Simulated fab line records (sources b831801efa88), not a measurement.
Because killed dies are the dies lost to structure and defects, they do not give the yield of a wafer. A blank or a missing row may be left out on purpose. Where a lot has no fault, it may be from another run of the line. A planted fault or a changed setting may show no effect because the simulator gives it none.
Chamber matching	flow gf180mcu	rieDiel-03 running GF_V5_ETCH_16: 4 sister chambers
The step etches BARC in N2/H2. 4 wafers are shown with their chamber, then 11 later ones without.

WAFERS WITH THEIR CHAMBER
wafer	chamber	oesProductAu (a.u.)
L077.5	1	0.856
L081.5	2	0.858
L081.6	3	0.860
L082.2	0	0.852

WAFERS WHOSE CHAMBER IS MISSING
wafer	oesProductAu (a.u.)
L082.4	0.854
L082.6	0.851
L085.1	0.854
L085.3	0.850
L085.6	0.853
L089.1	0.859
L089.2	0.848
L089.5	0.857
L091.1	0.845
L091.2	0.855
L091.3	0.850

WHICH CHAMBER EACH WENT THROUGH
wafer	from the rows above	in truth
L082.4	can't be placed: 0 or 1 or 2 or 3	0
L082.6	can't be placed: 0 or 1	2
L085.1	can't be placed: 0 or 1 or 2 or 3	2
L085.3	can't be placed: 0 or 1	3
L085.6	can't be placed: 0 or 1 or 2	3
L089.1	can't be placed: 2 or 3 or 1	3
L089.2	can't be placed: 0 or 1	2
L089.5	can't be placed: 1 or 2 or 3 or 0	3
L091.1	can't be placed: 0 or 1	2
L091.2	can't be placed: 1 or 0 or 2 or 3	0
L091.3	can't be placed: 0 or 1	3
0 of 11 placed correctly. Not placeable from these rows: 11 (in 5, the candidates include the true chamber). 0 placed wrongly.
How it was worked out, from the rows above alone: a wafer's distance from a chamber is the root of the sum, over the readings, of the square of ((its reading less the chamber's mean) divided by the reading's scatter). If the next closest chamber is less than 2 further off than the closest, the wafer can't be placed; otherwise it belongs to the closest. The mean given for a chamber averages the wafers shown for that chamber. The scatter: root of mean squared gap, hidden wafer to nearest shown wafer, with one shown wafer a chamber.
